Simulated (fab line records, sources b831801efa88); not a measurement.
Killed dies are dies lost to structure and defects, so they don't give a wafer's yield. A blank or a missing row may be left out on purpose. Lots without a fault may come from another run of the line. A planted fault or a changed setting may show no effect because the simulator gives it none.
Which tool did it? | flow sky130 | 15 lots, 45 wafers sampled, at 2 steps of a route of 708

WHAT THE GAUGES READ, wafer by wafer
The record holds no reading of a measuring or inspecting step that can be judged against a usual standard deviation.

WHICH TOOL RAN EACH LOT (tool, then ch and the chambers of the sampled wafers, then the start)
lot  | SKY_NWELL_EXPOSE_20                 | SKY_PAD_OPEN_PROBE_99
L286 | iline_stepper-01 ch 0, day 4 19:29  | -
L287 | iline_stepper-02 ch 0, day 5 01:38  | -
L288 | iline_stepper-02 ch 0, day 5 09:16  | prober-01, day 45 17:05
L289 | iline_stepper-02 ch 0, day 5 13:22  | -
L290 | iline_stepper-01 ch 0, day 5 22:19  | -
L292 | iline_stepper-02 ch 0, day 6 09:23  | prober-01, day 46 17:23
L296 | iline_stepper-01 ch 0, day 8 00:17  | prober-01, day 48 10:22
L297 | iline_stepper-01 ch 0, day 8 01:26  | prober-02, day 48 11:19
L298 | iline_stepper-01 ch 0, day 8 02:33  | prober-01, day 48 11:46
L299 | iline_stepper-02 ch 0, day 8 08:22  | prober-02, day 48 16:14
L302 | iline_stepper-02 ch 0, day 9 04:23  | prober-01, day 49 06:42
L303 | iline_stepper-02 ch 0, day 9 05:51  | -
L306 | iline_stepper-02 ch 0, day 10 00:24 | -
L307 | iline_stepper-02 ch 0, day 10 06:35 | prober-02, day 50 10:32
L309 | iline_stepper-02 ch 0, day 10 13:46 | -
- SKY_NWELL_EXPOSE_20: exposes mask NWM COMPLEMENT, target cd 840 nm.
- SKY_PAD_OPEN_PROBE_99

WHAT THE TOOLS THEMSELVES READ (means of the sampled wafers that have a number; where no wafer has one, the mark that the record gives instead)
SKY_NWELL_EXPOSE_20. Usual: exposure_dose_mJ_cm2 260.04, standard deviation 0.25.
lot  | tool             | exposure_dose_mJ_cm2 | flag
L286 | iline_stepper-01 | 260.06               |
L287 | iline_stepper-02 | 260.01               |
L288 | iline_stepper-02 | 260.02               |
L289 | iline_stepper-02 | 260.07               |
L290 | iline_stepper-01 | 260.03               |
L292 | iline_stepper-02 | 259.89               |
L296 | iline_stepper-01 | 250.80               | OFF
L297 | iline_stepper-01 | 250.69               | OFF
L298 | iline_stepper-01 | 250.96               | OFF
L299 | iline_stepper-02 | 259.85               |
L302 | iline_stepper-02 | 260.35               |
L303 | iline_stepper-02 | 259.85               |
L306 | iline_stepper-02 | 259.85               |
L307 | iline_stepper-02 | 259.96               |
L309 | iline_stepper-02 | 260.07               |

SKY_PAD_OPEN_PROBE_99. Usual: killed_at_M0_to_M3 44, standard deviation 7.2; killed_at_M4_up 3.1, standard deviation 1.8; killed_at_contacts 24, standard deviation 4.5; killed_at_front_end 16, standard deviation 4.4; killed_at_other 0.2, standard deviation 0.42; killed_dies 87, standard deviation 8.9; killed_on_rim 17, standard deviation 4.1; killed_open 48, standard deviation 6.4; killed_short 39, standard deviation 6.2.
lot  | tool      | killed_at_M0_to_M3 | killed_at_M4_up | killed_at_contacts | killed_at_front_end | killed_at_other | killed_dies | killed_on_rim | killed_open | killed_short | flag
L288 | prober-01 | 58                 | 3.0             | 23                 | 12                  | 0.3             | 96          | 22            | 57          | 39           |
L292 | prober-01 | 41                 | 2.0             | 24                 | 25                  | 0.7             | 92          | 19            | 46          | 46           |
L296 | prober-01 | 41                 | 3.7             | 27                 | 14                  | 0.0             | 86          | 14            | 47          | 39           |
L297 | prober-02 | 47                 | 3.0             | 21                 | 17                  | 0.3             | 88          | 17            | 49          | 39           |
L298 | prober-01 | 35                 | 4.0             | 25                 | 17                  | 0.0             | 81          | 14            | 40          | 41           |
L299 | prober-02 | 48                 | 4.3             | 23                 | 17                  | 0.0             | 92          | 20            | 54          | 39           |
L302 | prober-01 | 46                 | 2.7             | 26                 | 16                  | 0.0             | 91          | 15            | 53          | 38           |
L307 | prober-02 | 41                 | 3.7             | 24                 | 17                  | 0.3             | 86          | 17            | 49          | 37           |

THE ANSWER, worked out from the rows above alone
Rule: a lot is off if the mean of its wafers that have a number lies more than 3 standard deviations from the usual mean. A lot without any number at a reading at which 4 lots or more have one is off too. The other lots that the step has rows for count as sound. The gauges are gone through in route order, then the tools' own readings, and for those a lot's mean is taken as printed above. The first step at which some lot is off is used, and at that step the reading that is off furthest; a lot without a number counts as furthest.
Off: L296, L297, L298, at SKY_NWELL_EXPOSE_20 (exposure_dose_mJ_cm2).
A tool fits if, at that step or a process step before it, it ran every lot that is off, and no sound lot after the first of them. One fits: iline_stepper-01 at SKY_NWELL_EXPOSE_20. Its last sound lot is L290 (day 5 22:19), its first lot that is off L296 (day 8 00:17): a fault that began between those two fits.
The tool's own readings at SKY_NWELL_EXPOSE_20 bear it out: on the lots that are off they differ by more than 5 times the standard deviation of the sound lots' means. exposure_dose_mJ_cm2 reads 250.82 there against 260.00 on the sound lots.

WHAT THE SIMULATOR HAD PUT IN
Process parameter drift: iline_stepper-01, from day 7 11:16 on, at SKY_NWELL_EXPOSE_20. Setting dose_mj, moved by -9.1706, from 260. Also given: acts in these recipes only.
Lots struck among those shown: L296, L297, L298. The rule above found the same.
